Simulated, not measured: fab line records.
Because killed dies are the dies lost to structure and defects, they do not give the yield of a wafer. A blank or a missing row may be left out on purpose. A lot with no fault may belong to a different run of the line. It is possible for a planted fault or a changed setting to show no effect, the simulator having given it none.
Which tool was responsible? | flow sky130 | 36 wafers from 12 lots sampled at 3 of the route's 708 steps

## WHAT THE GAUGES READ, wafer by wafer
SKY_VIA1_RS_MEAS_22: measurement is done with a four-point probe. Usual: VIA1_W_RS 0.426 ohm/sq, standard deviation 0.0042.
lot  | measured     | on           | VIA1_W_RS (ohm/sq) | flag
L212 | day 34 02:56 | filmMetro-01 | 0.428 0.433 0.435  | 
L213 | day 34 06:26 | filmMetro-01 | 0.421 0.422 0.427  | 
L214 | day 34 16:37 | filmMetro-03 | 0.433 0.428 0.433  | 
L217 | day 35 16:49 | filmMetro-01 | 0.427 0.423 0.424  | 
L218 | day 36 08:47 | filmMetro-02 | 0.428 0.427 0.424  | 
L223 | day 38 05:14 | filmMetro-02 | 0.421 0.418 0.420  | 
L227 | day 39 15:22 | filmMetro-01 | 0.418 0.424 0.419  | 
L229 | day 39 16:08 | filmMetro-02 | 0.422 0.425 0.426  | 
L228 | day 39 16:48 | filmMetro-01 | 0.419 0.418 0.419  | 
L226 | day 39 19:19 | filmMetro-01 | 0.426 0.427 0.426  | 
L230 | day 40 00:46 | filmMetro-02 | 0.426 0.426 0.425  | 
L231 | day 40 01:27 | filmMetro-02 | 0.423 0.427 0.426  | 

## EACH LOT AND THE TOOL THAT RAN IT (in order: tool; ch and the chambers of the sampled wafers; start)
lot  | SKY_VIA1_SPUTTER_20         | SKY_VIA1_CVD_21
L212 | pvdSputter-02, day 34 02:46 | cvdW-01 ch 0,1, day 34 02:49
L213 | pvdSputter-02, day 34 06:17 | cvdW-01 ch 0,1, day 34 06:20
L214 | pvdSputter-02, day 34 16:28 | cvdW-02 ch 0,1, day 34 16:31
L217 | pvdSputter-02, day 35 16:40 | cvdW-01 ch 0,1, day 35 16:43
L218 | pvdSputter-02, day 36 08:37 | cvdW-01 ch 0, day 36 08:41
L223 | pvdSputter-01, day 38 04:57 | cvdW-01 ch 1, day 38 05:04
L227 | pvdSputter-04, day 39 15:13 | cvdW-01 ch 1, day 39 15:16
L229 | pvdSputter-04, day 39 15:58 | cvdW-01 ch 0,1, day 39 16:01
L228 | pvdSputter-04, day 39 16:37 | cvdW-01 ch 0,1, day 39 16:42
L226 | pvdSputter-04, day 39 19:10 | cvdW-02 ch 1, day 39 19:13
L230 | pvdSputter-04, day 40 00:36 | cvdW-01 ch 0,1, day 40 00:40
L231 | pvdSputter-04, day 40 01:16 | cvdW-02 ch 0,1, day 40 01:20
- SKY_VIA1_SPUTTER_20: material TiN, target thk 20 nm, time 80 s.
- SKY_VIA1_CVD_21: deposits W, target thk 270 nm, time 80.902 s.

## WHAT THE TOOLS THEMSELVES READ (means of the sampled wafers that have a number; where no wafer has one, the mark that the record gives instead)
SKY_VIA1_SPUTTER_20. Usual: throttleValvePct reads 30.7 % (standard deviation 1.1).
lot  | tool          | throttleValvePct (%) | flag
L212 | pvdSputter-02 | 30.3                 | 
L213 | pvdSputter-02 | 30.0                 | 
L214 | pvdSputter-02 | 30.1                 | 
L217 | pvdSputter-02 | 30.7                 | 
L218 | pvdSputter-02 | 30.3                 | 
L223 | pvdSputter-01 | 31.4                 | 
L227 | pvdSputter-04 | 31.2                 | 
L229 | pvdSputter-04 | 31.0                 | 
L228 | pvdSputter-04 | 32.2                 | 
L226 | pvdSputter-04 | 31.0                 | 
L230 | pvdSputter-04 | 31.7                 | 
L231 | pvdSputter-04 | 30.0                 | 

SKY_VIA1_CVD_21. Usual: heaterPowerW 821 W, standard deviation 140; susceptorTempC 400.03 C, standard deviation 0.21.
lot  | tool    | heaterPowerW (W) | susceptorTempC (C) | flag
L212 | cvdW-01 | 802              | 400.24             | 
L213 | cvdW-01 | 797              | 400.20             | 
L214 | cvdW-02 | 794              | 399.99             | 
L217 | cvdW-01 | 798              | 400.00             | 
L218 | cvdW-01 | 870              | 400.01             | 
L223 | cvdW-01 | 750              | 400.05             | 
L227 | cvdW-01 | 728              | 399.96             | 
L229 | cvdW-01 | 768              | 399.99             | 
L228 | cvdW-01 | 797              | 399.94             | 
L226 | cvdW-02 | 1031             | 400.23             | 
L230 | cvdW-01 | 805              | 400.00             | 
L231 | cvdW-02 | 798              | 399.97             | 

## THE ANSWER, worked out from the rows above alone
Rule: take the mean of a lot's wafers that have a number; if it is more than 3 standard deviations from the usual mean, the lot is off. Also off: a lot with no number at a reading for which 4 or more lots have one. Where the step has rows for the other lots, those lots are counted as sound. After the gauges, taken in route order, come the tools' own readings; for these a lot's mean is taken, as printed above. The first step at which some lot is off is used, and at that step the reading that is off furthest; a lot without a number counts as furthest.
Nothing can be told from this: no lot is off at any reading shown.

## WHAT THE SIMULATOR HAD PUT IN
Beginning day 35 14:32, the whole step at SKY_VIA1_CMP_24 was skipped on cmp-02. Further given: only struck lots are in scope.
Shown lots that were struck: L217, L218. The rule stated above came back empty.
